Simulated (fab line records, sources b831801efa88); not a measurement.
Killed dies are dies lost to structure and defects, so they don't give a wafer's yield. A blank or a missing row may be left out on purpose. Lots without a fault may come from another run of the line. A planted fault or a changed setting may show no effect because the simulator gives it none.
Chamber matching | flow sky130 | SKY_VIA3_CMP_24 on cmp-01: 4 sister chambers
The step polishes, stops on SiO2, t overpolish 20 s, target thk 0 nm. 14 wafers are shown with their chamber, then 7 later ones without.

WAFERS WITH THEIR CHAMBER
wafer  | chamber | motor_current_A (A) | time_to_endpoint_s (s) | overpolish_run_s (s)
L830.2 | 3       | 10.1                | 103                    | 19.994
L830.4 | 0       | 10.3                | 97                     | 19.993
L830.5 | 3       | 10.5                | 100                    | 20.011
L831.2 | 2       | 12.4                | 104                    | 20.009
L831.5 | 3       | 10.1                | 99                     | 19.998
L831.6 | 2       | 12.2                | 102                    | 20.001
L838.1 | 0       | 9.8                 | 96                     | 19.995
L838.4 | 1       | 10.5                | 94                     | 20.009
L838.6 | 2       | 12.8                | 99                     | 19.990
L844.1 | 1       | 11.5                | 91                     | 19.994
L844.5 | 0       | 9.3                 | 94                     | 19.996
L844.6 | 1       | 10.8                | 89                     | 19.999
L847.1 | 3       | 10.0                | 95                     | 20.001
L847.3 | 2       | 12.6                | 97                     | 19.994

SIGNATURES (means of the wafers above)
reading            | chamber 0 | chamber 1 | chamber 2 | chamber 3 | scatter within a chamber
motor_current_A    | 9.800     | 10.933    | 12.500    | 10.175    | 0.371
time_to_endpoint_s | 95.67     | 91.33     | 100.50    | 99.25     | 2.81
overpolish_run_s   | 19.99467  | 20.00067  | 19.99850  | 20.00100  | 0.00699
Rule: a wafer's distance from a chamber is the root of the sum, over the readings, of the square of ((its reading less the chamber's mean) divided by the reading's scatter). The wafer belongs to the nearest chamber; if the next one is less than 2 further off, it can't be placed. The scatter: the root of (the sum of the squares of (reading less its chamber's mean) over the shown wafers, divided by (wafers less chambers)).

WAFERS WITHOUT THEIR CHAMBER
wafer  | motor_current_A (A) | time_to_endpoint_s (s) | overpolish_run_s (s)
L847.4 | 10.9                | 89                     | 20.008
L846.1 | 12.1                | 96                     | 19.993
L846.4 | 10.1                | 91                     | 19.991
L846.6 | 10.2                | 95                     | 19.991
L852.2 | 11.8                | 89                     | 20.013
L852.3 | 10.2                | 93                     | 20.000
L852.4 | 10.3                | 89                     | 20.004

WHICH CHAMBER EACH WENT THROUGH
wafer  | from the rows above          | in truth
L847.4 | 1                            | 1
L846.1 | can't be placed: 2 or 1      | 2
L846.4 | can't be placed: 0 or 1 or 3 | 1
L846.6 | can't be placed: 0 or 3 or 1 | 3
L852.2 | can't be placed: 1 or 2      | 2
L852.3 | can't be placed: 0 or 1 or 3 | 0
L852.4 | can't be placed: 1 or 0 or 3 | 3
Placed correctly: 1 of 7. Can't be placed from these rows: 6 (the true chamber is among the candidates in 6). Placed wrongly: 0.
